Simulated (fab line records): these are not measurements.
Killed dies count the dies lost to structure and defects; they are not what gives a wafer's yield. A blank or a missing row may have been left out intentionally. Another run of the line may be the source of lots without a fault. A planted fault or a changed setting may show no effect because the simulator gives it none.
Which tool is to blame? | flow gf180mcu | 21 wafers sampled from 7 lots at 1 step of a route of 602

== WHAT EACH GAUGE READ, for each wafer ==
GF_POLY_GATE_THK_MEAS_17.
lot  | measured     | on            | POLY_GATE_OXIDATION_THK (nm)
L756 | day 9 18:23  | film-metro-04 | 3.79 3.67 3.75
L759 | day 10 15:31 | film-metro-04 | 3.96 3.90 3.89
L761 | day 11 07:18 | film-metro-02 | 3.95 3.94 3.94
L767 | day 13 00:31 | film-metro-02 | 4.17 4.14 4.12
L771 | day 14 15:47 | film-metro-01 | 3.94 3.97 3.89
L774 | day 15 14:23 | film-metro-01 | 3.96 4.06 4.01
L777 | day 16 10:06 | film-metro-01 | 3.91 3.93 3.85

== WHAT TOOL EACH LOT RAN ON (gives the tool, then ch and the chambers of the sampled wafers, and finally the start) ==
The record shows no process step preceding these readings.

== THE ANSWER, worked out from the rows above alone ==
Rule: what is usual is taken from the lots themselves. The widest of any qualifying gaps counts: lots, ordered by their means at a reading, are off when they make up no more than a third of the lots, leave a main group of 4 or more, and stand apart from it by 3 or more times the standard deviation of that group's means. Not used: any main group whose means are identical at the precision the tables above print for the reading. Also off: a lot with no number at a reading for which 4 or more lots have one. Where the step has rows for the other lots, those lots are counted as sound.
No lot is off on any of the readings shown, so nothing can be concluded from this.

== WHAT THE SIMULATOR PUT IN ==
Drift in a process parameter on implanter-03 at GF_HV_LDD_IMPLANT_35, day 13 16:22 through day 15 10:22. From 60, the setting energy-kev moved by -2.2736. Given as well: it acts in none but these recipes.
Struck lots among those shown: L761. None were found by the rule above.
